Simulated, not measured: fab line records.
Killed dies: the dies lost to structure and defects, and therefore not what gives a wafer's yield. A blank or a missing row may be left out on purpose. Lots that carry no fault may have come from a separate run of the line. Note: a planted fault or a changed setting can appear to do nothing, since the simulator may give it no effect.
Which tool is to blame?    flow gf180mcu    Sampling: 12 lots, 36 wafers, 5 of 602 route steps

## WHAT THE GAUGES SHOWED, per wafer
GF_CONTACT_RS_MEAS_25: uses a four-point probe to measure.
lot   measured      on             CONTACT_W_RS (ohm/sq)
L824  day 16 13:56  film_metro-04  0.372 0.385 0.374
L827  day 17 18:22  film_metro-02  0.330 0.323 0.322
L829  day 18 09:55  film_metro-02  0.320 0.328 0.324
L835  day 20 12:12  film_metro-04  0.380 0.379 0.380
L838  day 21 16:06  film_metro-01  0.369 0.368 0.382
L839  day 22 07:50  film_metro-01  0.379 0.378 0.382
L840  day 22 23:44  film_metro-01  0.383 0.372 0.370
L843  day 23 17:16  film_metro-04  0.389 0.385 0.386
L842  day 23 18:11  film_metro-01  0.383 0.387 0.386
L844  day 23 21:01  film_metro-02  0.380 0.382 0.368
L845  day 24 11:39  film_metro-01  0.381 0.381 0.388
L846  day 24 13:59  film_metro-01  0.383 0.387 0.386

GF_CONTACT_THK_MEAS_26: measures by xrf.
lot   measured      on             CONTACT_W_THK (nm)
L824  day 16 14:03  film_metro-04  295 286 292
L827  day 17 18:28  film_metro-02  332 340 340
L829  day 18 10:02  film_metro-02  347 338 343
L835  day 20 12:19  film_metro-04  291 291 289
L838  day 21 16:13  film_metro-01  292 294 283
L839  day 22 07:56  film_metro-01  285 286 283
L840  day 22 23:51  film_metro-01  284 292 290
L843  day 23 17:23  film_metro-04  285 286 286
L842  day 23 18:18  film_metro-01  284 281 280
L844  day 23 21:07  film_metro-02  290 289 298
L845  day 24 11:46  film_metro-01  284 286 279
L846  day 24 14:05  film_metro-01  284 280 280

## TOOL THAT RAN EACH LOT (tool first, then ch and the chambers of the sampled wafers, then the start)
lot   GF_CONTACT_CVD_02                GF_CONTACT_STRIP_18                   GF_CONTACT_CVD_24
L824  pecvd-01 ch 0,2, day 15 14:01    plasma_asher-02 ch 0,1, day 16 13:25  cvd_w-02 ch 0,1, day 16 13:50
L827  pecvd-01 ch 0,1,2, day 16 17:59  plasma_asher-03 ch 0,1, day 17 17:50  cvd_w-02 ch 0,1, day 17 18:16
L829  pecvd-01 ch 0,1,2, day 17 08:58  plasma_asher-02 ch 0,1, day 18 09:23  cvd_w-02 ch 0,1, day 18 09:47
L835  pecvd-04 ch 1,2, day 19 10:19    plasma_asher-01 ch 0, day 20 11:35    cvd_w-02 ch 1, day 20 12:01
L838  pecvd-01 ch 1,2, day 20 14:47    plasma_asher-02 ch 0,1, day 21 15:35  cvd_w-02 ch 0,1, day 21 15:59
L839  pecvd-04 ch 0,2, day 21 06:20    plasma_asher-03 ch 0,1, day 22 07:19  cvd_w-02 ch 1, day 22 07:43
L840  pecvd-02 ch 0,1,2, day 21 22:35  plasma_asher-01 ch 0,1, day 22 23:14  cvd_w-02 ch 0,1, day 22 23:38
L843  pecvd-02 ch 0,2, day 22 16:47    plasma_asher-01 ch 0,1, day 23 16:46  cvd_w-01 ch 0,1, day 23 17:10
L842  pecvd-02 ch 0,2, day 22 17:43    plasma_asher-01 ch 0,1, day 23 17:41  cvd_w-01 ch 0,1, day 23 18:05
L844  pecvd-01 ch 1,2, day 22 21:16    plasma_asher-03 ch 0,1, day 23 20:31  cvd_w-02 ch 0,1, day 23 20:55
L845  pecvd-01 ch 0,1,2, day 23 10:53  plasma_asher-03 ch 0,1, day 24 11:08  cvd_w-01 ch 0,1, day 24 11:32
L846  pecvd-02 ch 0,2, day 23 13:56    plasma_asher-02 ch 1, day 24 13:28    cvd_w-01 ch 0,1, day 24 13:52
- GF_CONTACT_CVD_02: deposits SiO2 from TEOS, target thk 860 nm, time 95.992 s.
- GF_CONTACT_STRIP_18: strips in O2/N2.
- GF_CONTACT_CVD_24: deposits W, target thk 300 nm, time 90.339 s.

## AS READ BY THE TOOLS THEMSELVES (means over the sampled wafers that have a number; for cases with no such wafer, the mark the record gives instead)
GF_CONTACT_CVD_02.
lot   tool      heater_power_w (W)
L824  pecvd-01  637
L827  pecvd-01  632
L829  pecvd-01  652
L835  pecvd-04  681
L838  pecvd-01  628
L839  pecvd-04  746
L840  pecvd-02  610
L843  pecvd-02  628
L842  pecvd-02  642
L844  pecvd-01  587
L845  pecvd-01  651
L846  pecvd-02  606

GF_CONTACT_STRIP_18.
lot   tool             drypump_motor_current_A (A)  heater_power_w (W)  oes_product_au (a.u.)
L824  plasma_asher-02  5.5                          334                 0.578
L827  plasma_asher-03  5.2                          328                 0.580
L829  plasma_asher-02  5.5                          324                 0.576
L835  plasma_asher-01  6.7                          331                 0.579
L838  plasma_asher-02  5.5                          328                 0.578
L839  plasma_asher-03  5.4                          315                 0.581
L840  plasma_asher-01  6.4                          355                 0.571
L843  plasma_asher-01  6.0                          374                 0.578
L842  plasma_asher-01  6.0                          370                 0.583
L844  plasma_asher-03  5.4                          319                 0.583
L845  plasma_asher-03  5.2                          329                 0.578
L846  plasma_asher-02  5.4                          315                 0.578

GF_CONTACT_CVD_24.
lot   tool      heater_power_w (W)
L824  cvd_w-02  886
L827  cvd_w-02  900
L829  cvd_w-02  886
L835  cvd_w-02  800
L838  cvd_w-02  905
L839  cvd_w-02  797
L840  cvd_w-02  880
L843  cvd_w-01  977
L842  cvd_w-01  1020
L844  cvd_w-02  850
L845  cvd_w-01  971
L846  cvd_w-01  1008

## THE ANSWER, worked out from the rows above alone
Rule: the usual values come from the lots themselves. The widest of any qualifying gaps counts: lots, ordered by their means at a reading, are off when they make up no more than a third of the lots, leave a main group of 4 or more, and stand apart from it by 3 or more times the standard deviation of that group's means. A main group is skipped when, at the precision printed for the reading in the tables above, its means are all equal. Also off: a lot with no number at a reading for which 4 or more lots have one. The other lots that the step has rows for count as sound. The gauges are gone through in route order, then the tools' own readings, and for those a lot's mean is taken as printed above. At the first step where some lot is off, the reading lying furthest off is the one used; lots without a number count as furthest.
Off: at GF_CONTACT_RS_MEAS_25 (CONTACT_W_RS), L827, L829. The main group has a mean of 0.380 ohm/sq with a standard deviation of 0.0045.
A tool fits if, at a process step before that reading, it ran every lot that is off, and no sound lot after the first of them. Those tools and the gauges at GF_CONTACT_RS_MEAS_25 are tried in the same way. Of those tried, none fits.

## WHAT WAS PUT IN BY THE SIMULATOR
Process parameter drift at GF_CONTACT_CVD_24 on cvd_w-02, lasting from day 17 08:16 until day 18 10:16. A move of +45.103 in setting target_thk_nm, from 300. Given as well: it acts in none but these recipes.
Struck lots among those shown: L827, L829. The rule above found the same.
